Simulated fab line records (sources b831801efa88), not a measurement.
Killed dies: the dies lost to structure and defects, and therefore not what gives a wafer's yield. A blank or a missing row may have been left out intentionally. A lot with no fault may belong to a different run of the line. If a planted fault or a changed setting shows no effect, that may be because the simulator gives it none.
A lot that was struck, set against a sound lot :: flow sky130 :: 17 steps out of a route of 708
Sound: these wafers, L831.1, L831.4, L831.5. Struck: wafer L843.2 (L843.1, L843.5, from the same lot, were not struck and are left out); the cause is given at the end.
Order at every step that has rows: each side's tool, ch and its chambers, its first start. Under that, the readings that differ: sound wafers :: struck wafers :: difference of the means :: sigmas: that difference in standard deviations of wafers without a fault.
alike: words and numbers the same on both sides, and readings whose means are apart by under 2 such deviations; not compared: readings that were withheld, readings missing a value for some wafer, numbers with overlapping values and no deviation given by the record, and bounds like >300 which may hide the same value.
A row with sigmas, a row that says differs or no value, or rows on one side alone: a step with any of these is where the two part. Numbers that don't overlap but have no deviation are shown without sigmas and don't part them. Lack of a reading on every wafer of one side parts them only where that side has two or more wafers.

first, 2 steps without rows for these wafers: SKY_LOCAL_INTERCONNECT_PEB_09; SKY_LOCAL_INTERCONNECT_DEVELOP_10 (develop time 60 s).
SKY_LOCAL_INTERCONNECT_CD_MEAS_11 targets a cd of 170 nm.
  struck on cd sem-01, day 36 06:02; sound on cd sem-01, day 32 08:47
  alike: cd nm
SKY_LOCAL_INTERCONNECT_OVL_MEAS_12:
  struck on overlay-02, day 36 06:09; sound on overlay-02, day 32 08:54
  alike: LOCAL_INTERCONNECT_OVL
SKY_LOCAL_INTERCONNECT_ETCH_13: etches BARC in N2/H2, stops on SiO2, time 45.9 s, target depth 60 nm.
  sound on rie metal-03 ch 1, day 32 08:56; struck on rie metal-01 ch 0, day 36 06:11
reading: throttle valve pct (%)
sound: 13.202 13.212 13.221
struck: 13.231
difference: +0.019
sigmas: +2
  alike: drypump motor current A, oes product au
  not compared: rf hours counter h
SKY_LOCAL_INTERCONNECT_METAL_ETCH_14: etches TiN in Cl2/BCl3, stops on PSG, target depth 110 nm, time 31.4 s.
  sound on rie metal-03 ch 1, day 32 09:00; struck on rie metal-01 ch 0, day 36 06:15
  alike: drypump motor current A, oes product au, throttle valve pct
  not compared: rf hours counter h
SKY_LOCAL_INTERCONNECT_STRIP_15: strips in O2/N2.
  sound on plasma asher-02 ch 0,1, day 32 09:03; struck on plasma asher-04 ch 1, day 36 06:18
  alike: drypump motor current A, oes product au, strip time to endpoint s
  not compared: rf hours counter h
then, 3 steps without rows for these wafers: SKY_LOCAL_INTERCONNECT_STRIP_16 (strips in post etch residue remover, time 1200 s); SKY_LOCAL_INTERCONNECT_CLEAN_17 (cleans in IPA, time 180 s); SKY_LOCAL_INTERCONNECT_CLEAN_18 (cleans in O3/DIW).
SKY_CONTACT_CVD_00: deposits Si3N4, target thk 75 nm.
  sound on pecvd-02 ch 0,1, day 32 09:44; struck on pecvd-02 ch 2, day 36 06:55
  alike: heater power w
SKY_CONTACT_THK_MEAS_01:
  struck on film metro-02, day 36 06:58; sound on film metro-01, day 32 09:46
  alike: CONTACT_CVD_00_THK
SKY_CONTACT_HDPCVD_02: deposits SiO2, target thk 565 nm, time 94.2 s.
  sound on hdpcvd-01 ch 1,2, day 32 09:50; struck on hdpcvd-02 ch 2, day 36 07:02
reading: model.SiO2_of_CONTACT_HDPCVD_02.thk nm (nm)
sound: 566.6 562.5 561.4
struck: 1063
difference: +500
sigmas: 
SKY_CONTACT_THK_MEAS_03:
  struck on film metro-03, day 36 07:06; sound on film metro-03, day 32 09:54
reading: CONTACT_HDPCVD_THK (nm)
sound: 567 562 562
struck: 1063
difference: +499
sigmas: +83
SKY_CONTACT_CMP_04: polishes SiO2.
  sound on cmp-02 ch 0,1,3, day 32 10:04; struck on cmp-02 ch 0, day 36 07:10
reading: time to endpoint s (s)
sound: 79 78 74
struck: 261
difference: +184
sigmas: +34
  alike: motor current A
SKY_CONTACT_BOW_MEAS_05:
  struck on film metro-02, day 36 07:28; sound on film metro-02, day 32 10:16
  alike: CONTACT_BOW
SKY_PAD_OPEN_PROBE_99:
  the record has rows for the sound wafers here (prober-02, day 47 07:12) and none for the struck ones

== WHERE THEY PART ==
Last at SKY_PAD_OPEN_PROBE_99 as far as this record goes, first at SKY_LOCAL_INTERCONNECT_ETCH_13.

WHY: whatever the simulator had introduced
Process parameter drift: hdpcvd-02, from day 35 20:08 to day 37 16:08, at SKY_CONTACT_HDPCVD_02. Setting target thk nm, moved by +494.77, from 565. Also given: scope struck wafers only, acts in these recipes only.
